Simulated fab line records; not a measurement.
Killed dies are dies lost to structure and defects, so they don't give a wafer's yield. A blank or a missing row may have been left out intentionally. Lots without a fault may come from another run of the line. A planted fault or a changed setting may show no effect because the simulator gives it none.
Which of the tools did it? :: flow gf180mcu :: 39 wafers from 13 lots sampled at 5 of the route's 602 steps

WHAT EACH GAUGE READ, for each wafer
GF_HV_LDD_RS_MEAS_53: measures by four-point-probe. Usual: HV_LDD_RS 418.4 ohm/sq, standard deviation 1.1.
lot: L592
measured: day 12 17:05
on: filmMetro-04
HV_LDD_RS (ohm/sq): 420.2 420.3 419.9
flag: 

lot: L596
measured: day 13 22:04
on: filmMetro-01
HV_LDD_RS (ohm/sq): 418.0 418.8 417.7
flag: 

lot: L597
measured: day 14 06:04
on: filmMetro-01
HV_LDD_RS (ohm/sq): 418.8 419.4 418.2
flag: 

lot: L598
measured: day 14 10:09
on: filmMetro-04
HV_LDD_RS (ohm/sq): 420.2 418.7 418.7
flag: 

lot: L599
measured: day 14 15:53
on: filmMetro-04
HV_LDD_RS (ohm/sq): 417.7 417.6 419.5
flag: 

lot: L603
measured: day 16 04:20
on: filmMetro-01
HV_LDD_RS (ohm/sq): 417.9 418.7 417.8
flag: 

lot: L604
measured: day 16 09:24
on: filmMetro-03
HV_LDD_RS (ohm/sq): 377.0 375.0 376.1
flag: OFF

lot: L605
measured: day 16 19:47
on: filmMetro-01
HV_LDD_RS (ohm/sq): 375.1 374.7 376.0
flag: OFF

lot: L610
measured: day 18 08:16
on: filmMetro-03
HV_LDD_RS (ohm/sq): 418.7 417.2 418.5
flag: 

lot: L611
measured: day 18 21:58
on: filmMetro-03
HV_LDD_RS (ohm/sq): 417.4 418.2 418.1
flag: 

lot: L612
measured: day 19 02:12
on: filmMetro-04
HV_LDD_RS (ohm/sq): 418.2 417.9 418.0
flag: 

lot: L613
measured: day 19 09:34
on: filmMetro-01
HV_LDD_RS (ohm/sq): 418.9 417.4 416.6
flag: 

lot: L614
measured: day 19 17:15
on: filmMetro-01
HV_LDD_RS (ohm/sq): 418.4 418.3 417.4
flag: 

GF_M3_THK_MEAS_06: measures by xrf. Usual: M3_ALCU_THK 452 nm, standard deviation 5.6.
lot: L592
measured: day 20 16:57
on: filmMetro-01
M3_ALCU_THK (nm): 455 456 461
flag: 

lot: L596
measured: day 22 01:56
on: filmMetro-04
M3_ALCU_THK (nm): 454 452 445
flag: 

lot: L597
measured: day 22 12:32
on: filmMetro-01
M3_ALCU_THK (nm): 456 453 454
flag: 

lot: L598
measured: day 22 18:28
on: filmMetro-02
M3_ALCU_THK (nm): 455 456 459
flag: 

lot: L599
measured: day 22 23:24
on: filmMetro-02
M3_ALCU_THK (nm): 456 456 456
flag: 

lot: L603
measured: day 24 13:54
on: filmMetro-04
M3_ALCU_THK (nm): 452 456 451
flag: 

lot: L604
measured: day 24 17:26
on: filmMetro-02
M3_ALCU_THK (nm): 458 457 454
flag: 

lot: L605
measured: day 25 04:55
on: filmMetro-01
M3_ALCU_THK (nm): 451 446 456
flag: 

lot: L610
measured: day 26 13:47
on: filmMetro-01
M3_ALCU_THK (nm): 454 450 450
flag: 

lot: L611
measured: day 27 01:07
on: filmMetro-01
M3_ALCU_THK (nm): 449 454 445
flag: 

lot: L612
measured: day 27 04:38
on: filmMetro-04
M3_ALCU_THK (nm): 448 445 450
flag: 

lot: L613
measured: day 27 11:09
on: filmMetro-01
M3_ALCU_THK (nm): 444 450 445
flag: 

lot: L614
measured: day 27 17:39
on: filmMetro-02
M3_ALCU_THK (nm): 458 450 450
flag: 

GF_V3_THK_MEAS_01. Usual: V3_CVD_00_THK 602 nm, standard deviation 7.
lot: L592
measured: day 21 17:56
on: filmMetro-04
V3_CVD_00_THK (nm): 594 590 591
flag: 

lot: L596
measured: day 23 01:50
on: filmMetro-03
V3_CVD_00_THK (nm): 589 592 589
flag: 

lot: L597
measured: day 23 12:34
on: filmMetro-04
V3_CVD_00_THK (nm): 600 596 605
flag: 

lot: L598
measured: day 23 18:18
on: filmMetro-02
V3_CVD_00_THK (nm): 604 593 610
flag: 

lot: L599
measured: day 23 22:43
on: filmMetro-02
V3_CVD_00_THK (nm): 603 603 598
flag: 

lot: L603
measured: day 25 11:29
on: filmMetro-02
V3_CVD_00_THK (nm): 619 618 618
flag: 

lot: L604
measured: day 25 15:46
on: filmMetro-04
V3_CVD_00_THK (nm): 608 599 612
flag: 

lot: L605
measured: day 26 03:01
on: filmMetro-02
V3_CVD_00_THK (nm): 592 589 587
flag: 

lot: L610
measured: day 27 10:36
on: filmMetro-03
V3_CVD_00_THK (nm): 601 603 597
flag: 

lot: L611
measured: day 27 22:10
on: filmMetro-02
V3_CVD_00_THK (nm): 598 600 608
flag: 

lot: L612
measured: day 28 01:56
on: filmMetro-02
V3_CVD_00_THK (nm): 607 602 610
flag: 

lot: L613
measured: day 28 08:08
on: filmMetro-03
V3_CVD_00_THK (nm): 597 601 609
flag: 

lot: L614
measured: day 28 14:47
on: filmMetro-02
V3_CVD_00_THK (nm): 598 594 602
flag: 

EACH LOT AND THE TOOL THAT RAN IT (in order: tool; ch and the chambers of the sampled wafers; start)
lot: L592
GF_HV_LDD_IMPLANT_36: implanter-01 ch 0, day 11 21:26
GF_M3_SPUTTER_03: pvdSputter-04, day 20 16:46

lot: L596
GF_HV_LDD_IMPLANT_36: implanter-04 ch 0, day 13 00:34
GF_M3_SPUTTER_03: pvdSputter-04, day 22 01:45

lot: L597
GF_HV_LDD_IMPLANT_36: implanter-04 ch 0, day 13 08:32
GF_M3_SPUTTER_03: pvdSputter-03, day 22 12:20

lot: L598
GF_HV_LDD_IMPLANT_36: implanter-01 ch 0, day 13 12:47
GF_M3_SPUTTER_03: pvdSputter-01, day 22 18:16

lot: L599
GF_HV_LDD_IMPLANT_36: implanter-01 ch 0, day 13 18:17
GF_M3_SPUTTER_03: pvdSputter-03, day 22 23:12

lot: L603
GF_HV_LDD_IMPLANT_36: implanter-04 ch 0, day 15 05:35
GF_M3_SPUTTER_03: pvdSputter-03, day 24 13:43

lot: L604
GF_HV_LDD_IMPLANT_36: implanter-01 ch 0, day 15 11:05
GF_M3_SPUTTER_03: pvdSputter-04, day 24 17:16

lot: L605
GF_HV_LDD_IMPLANT_36: implanter-01 ch 0, day 15 20:45
GF_M3_SPUTTER_03: pvdSputter-03, day 25 04:44

lot: L610
GF_HV_LDD_IMPLANT_36: implanter-02 ch 0, day 17 08:36
GF_M3_SPUTTER_03: pvdSputter-01, day 26 13:34

lot: L611
GF_HV_LDD_IMPLANT_36: implanter-04 ch 0, day 17 21:36
GF_M3_SPUTTER_03: pvdSputter-03, day 27 00:56

lot: L612
GF_HV_LDD_IMPLANT_36: implanter-02 ch 0, day 18 02:02
GF_M3_SPUTTER_03: pvdSputter-03, day 27 04:25

lot: L613
GF_HV_LDD_IMPLANT_36: implanter-04 ch 0, day 18 08:50
GF_M3_SPUTTER_03: pvdSputter-04, day 27 10:58

lot: L614
GF_HV_LDD_IMPLANT_36: implanter-02 ch 0, day 18 16:41
GF_M3_SPUTTER_03: pvdSputter-04, day 27 17:28
- GF_HV_LDD_IMPLANT_36
- GF_M3_SPUTTER_03: material Ti, target thk 10 nm, time 6.7 s.

AS READ BY THE TOOLS THEMSELVES (means over the sampled wafers that have a number; for cases with no such wafer, the mark the record gives instead)
GF_HV_LDD_IMPLANT_36. Usual: endStationPressureTorr 5.04e-06 Torr, standard deviation 2.8e-07; tiltDeg 30.004 degrees, standard deviation 0.019.
lot: L592
tool: implanter-01
endStationPressureTorr (Torr): 5.05e-06
tiltDeg (degrees): 29.986
flag: 

lot: L596
tool: implanter-04
endStationPressureTorr (Torr): 5.04e-06
tiltDeg (degrees): 30.013
flag: 

lot: L597
tool: implanter-04
endStationPressureTorr (Torr): 5.20e-06
tiltDeg (degrees): 29.997
flag: 

lot: L598
tool: implanter-01
endStationPressureTorr (Torr): 5.05e-06
tiltDeg (degrees): 30.023
flag: 

lot: L599
tool: implanter-01
endStationPressureTorr (Torr): 5.41e-06
tiltDeg (degrees): 30.015
flag: 

lot: L603
tool: implanter-04
endStationPressureTorr (Torr): 5.45e-06
tiltDeg (degrees): 29.998
flag: 

lot: L604
tool: implanter-01
endStationPressureTorr (Torr): 5.01e-06
tiltDeg (degrees): 0.001
flag: OFF

lot: L605
tool: implanter-01
endStationPressureTorr (Torr): 4.92e-06
tiltDeg (degrees): 0.003
flag: OFF

lot: L610
tool: implanter-02
endStationPressureTorr (Torr): 5.06e-06
tiltDeg (degrees): 29.995
flag: 

lot: L611
tool: implanter-04
endStationPressureTorr (Torr): 5.07e-06
tiltDeg (degrees): 29.996
flag: 

lot: L612
tool: implanter-02
endStationPressureTorr (Torr): 5.03e-06
tiltDeg (degrees): 29.996
flag: 

lot: L613
tool: implanter-04
endStationPressureTorr (Torr): 5.02e-06
tiltDeg (degrees): 30.018
flag: 

lot: L614
tool: implanter-02
endStationPressureTorr (Torr): 4.82e-06
tiltDeg (degrees): 30.006
flag: 

GF_M3_SPUTTER_03. Usual: throttleValvePct 29.9 %, standard deviation 0.64.
lot: L592
tool: pvdSputter-04
throttleValvePct (%): 29.8
flag: 

lot: L596
tool: pvdSputter-04
throttleValvePct (%): 30.4
flag: 

lot: L597
tool: pvdSputter-03
throttleValvePct (%): 30.6
flag: 

lot: L598
tool: pvdSputter-01
throttleValvePct (%): 29.8
flag: 

lot: L599
tool: pvdSputter-03
throttleValvePct (%): 30.1
flag: 

lot: L603
tool: pvdSputter-03
throttleValvePct (%): 30.0
flag: 

lot: L604
tool: pvdSputter-04
throttleValvePct (%): 29.8
flag: 

lot: L605
tool: pvdSputter-03
throttleValvePct (%): 30.0
flag: 

lot: L610
tool: pvdSputter-01
throttleValvePct (%): 29.9
flag: 

lot: L611
tool: pvdSputter-03
throttleValvePct (%): 29.6
flag: 

lot: L612
tool: pvdSputter-03
throttleValvePct (%): 30.0
flag: 

lot: L613
tool: pvdSputter-04
throttleValvePct (%): 29.6
flag: 

lot: L614
tool: pvdSputter-04
throttleValvePct (%): 30.1
flag: 

THE ANSWER, worked out from the rows above alone
Rule: a lot counts as off when the mean over its wafers that have a number is more than 3 standard deviations away from the usual mean. A lot without any number at a reading at which 4 lots or more have one is off too. Where the step has rows for the other lots, those lots are counted as sound. Order of review: gauges by route order, followed by the tools' own readings, for which a lot's mean as printed above is used. The first step at which some lot is off is used, and at that step the reading that is off furthest; a lot without a number counts as furthest.
Off: L604, L605, at GF_HV_LDD_RS_MEAS_53 (HV_LDD_RS).
If a tool, at a process step before that reading, ran all the lots that are off and no sound lot after the first of them, it fits. The gauges at GF_HV_LDD_RS_MEAS_53 aren't tried: what is off there is off at GF_HV_LDD_IMPLANT_36 too, on other tools, and a gauge's error can't cause that. One fits: GF_HV_LDD_IMPLANT_36 on implanter-01. A fault onset in the window from L599 (day 13 18:17, its last sound lot) to L604 (day 15 11:05, its first lot off) fits.
The tool's own readings at GF_HV_LDD_IMPLANT_36 bear it out: on the lots that are off they differ by more than 5 times the standard deviation of the sound lots' means. tiltDeg reads 0.002 degrees there against 30.004 degrees on the sound lots.

WHAT THE SIMULATOR PUT IN
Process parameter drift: implanter-01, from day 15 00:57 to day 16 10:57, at GF_HV_LDD_IMPLANT_36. From 30, the setting tiltDeg moved by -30. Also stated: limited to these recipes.
Struck lots among those shown: L604, L605. The rule given above showed the same thing.
